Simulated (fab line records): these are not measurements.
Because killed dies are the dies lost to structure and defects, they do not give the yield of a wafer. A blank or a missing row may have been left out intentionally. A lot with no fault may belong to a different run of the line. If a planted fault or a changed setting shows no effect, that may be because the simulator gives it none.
Struck lot and sound lot, side by side -- flow sky130 -- 19 steps out of a route of 708
Sound: wafers L950.3, L950.4, L950.5. Struck: wafer L953.5. (L953.1, L953.2 of the same lot were not struck and are left out.) The cause comes at the end.
Per side, at each step with rows, come the tool, then ch with its chambers, and then its first start. Under that, the readings that differ: sound wafers -- struck wafers -- difference of the means -- sigmas: that difference in standard deviations of wafers without a fault.
alike: a reading whose means differ by less than 2 such deviations, as well as words and numbers matching on both sides. not compared: withheld readings; readings where some wafer has no value; bounds like >300 that might hide an equal value; numbers whose values overlap and for which the record gives no deviation.
The two part at a step that has a row with sigmas, a row that says differs or no value, or rows on one side only. Numbers that don't overlap but have no deviation are shown without sigmas and don't part them. A reading missing from all wafers of one side parts the sides only when that side holds two or more wafers.

SKY_FIELD_ISO_BOW_MEAS_00:
  sound on filmMetro-04, day 3 12:02; struck on filmMetro-02, day 4 03:00
  alike: INCOMING_BOW
then, 1 step without rows for these wafers: SKY_FIELD_ISO_OXIDATION_01 (stabilise 600 s, purge 300 s, target thk 12 nm).
SKY_FIELD_ISO_THK_MEAS_02:
  sound on filmMetro-01, day 3 14:26; struck on filmMetro-01, day 4 04:39
  alike: FIELD_ISO_OXIDATION_00_THK
then, 1 step without rows for these wafers: SKY_FIELD_ISO_CVD_03 (deposits Si3N4 from DCS/NH3, target thk 165 nm, time 2830 s).
SKY_FIELD_ISO_THK_MEAS_04:
  sound on filmMetro-01, day 3 16:17; struck on filmMetro-01, day 4 06:29
  alike: FIELD_ISO_CVD_03_THK
then, 3 steps without rows for these wafers: SKY_FIELD_ISO_DEHYDRATE_05 (time 60 s); SKY_FIELD_ISO_HMDS_06 (prime time 60 s); SKY_FIELD_ISO_COAT_07 (resist thk 60 nm).
SKY_FIELD_ISO_COAT_08: resist thk 450 nm.
  sound on lithoTrack-01 ch 0, day 4 00:00; struck on lithoTrack-04 ch 0, day 4 14:00
reading,sound,struck,difference,sigmas
model.KrF-thick_of_FIELD_ISO_COAT_08.thkNm (nm),449 448.6 449,501.5,+52.6,
then, 4 steps without rows for these wafers: SKY_FIELD_ISO_SOFTBAKE_09 (time 90 s); SKY_FIELD_ISO_EXPOSE_10 (exposes mask FOM, target cd 150 nm); SKY_FIELD_ISO_PEB_11; SKY_FIELD_ISO_DEVELOP_12 (develop time 60 s).
SKY_FIELD_ISO_CD_MEAS_13: target cd 150 nm.
  sound on cdSem-02, day 4 08:46; struck on cdSem-02, day 4 23:11
reading,sound,struck,difference,sigmas
cdNm (nm),151.6 150.5 152.3,155.0,+3.5,+2
SKY_FIELD_ISO_ETCH_14: etches BARC in N2/H2, stops on SiO2, time 45.9 s, target depth 60 nm.
  sound on rieDiel-01 ch 1,3, day 4 08:51; struck on rieDiel-03 ch 2, day 4 23:18
reading,sound,struck,difference,sigmas
drypumpMotorCurrentA (A),5.2 5.7 5.1,6.3,+1.0,+2
  alike: oesProductAu, throttleValvePct
  not compared: rfHoursCounterH
SKY_FIELD_ISO_ETCH_15: etches the open film in CHF3/O2, stops on Si, target depth 180 nm, time 72 s.
  sound on rieDiel-01 ch 1,3, day 4 08:53; struck on rieDiel-03 ch 2, day 4 23:21
reading,sound,struck,difference,sigmas
drypumpMotorCurrentA (A),5.1 5.7 5.1,6.3,+1.0,+3
model.KrF-thick_of_FIELD_ISO_COAT_08.thkNm (nm),232.8 234.7 233.9,287.6,+53.8,
  alike: oesProductAu, throttleValvePct
  not compared: rfHoursCounterH
SKY_FIELD_ISO_STRIP_16: strips in O2/N2.
  sound on plasmaAsher-04 ch 0,1, day 4 08:59; struck on plasmaAsher-04 ch 1, day 4 23:24
reading,sound,struck,difference,sigmas
oesProductAu (a.u.),0.380 0.379 0.381,0.402,+0.022,+5
stripTimeToEndpointS (s),3.486 3.539 3.519,4.111,+0.596,+21
  alike: drypumpMotorCurrentA, o2FlowSccm
  not compared: rfHoursCounterH
SKY_FIELD_ISO_ETCH_17: etches Si in HBr/Cl2/O2, target depth 342 nm, time 97.7 s.
  sound on rieSi-02 ch 1,2,3, day 4 09:03; struck on rieSi-02 ch 3, day 4 23:30
  alike: drypumpMotorCurrentA, oesProductAu, throttleValvePct
  not compared: rfHoursCounterH
next, for these wafers, 1 step has no rows: SKY_PAD_OPEN_PROBE_99.

== WHERE THEY PART ==
Last at SKY_FIELD_ISO_STRIP_16 as far as this record goes, first at SKY_FIELD_ISO_CD_MEAS_13. Later steps at which nothing parts them and some readings are alike: SKY_FIELD_ISO_ETCH_17.

WHY: the cause the simulator had injected
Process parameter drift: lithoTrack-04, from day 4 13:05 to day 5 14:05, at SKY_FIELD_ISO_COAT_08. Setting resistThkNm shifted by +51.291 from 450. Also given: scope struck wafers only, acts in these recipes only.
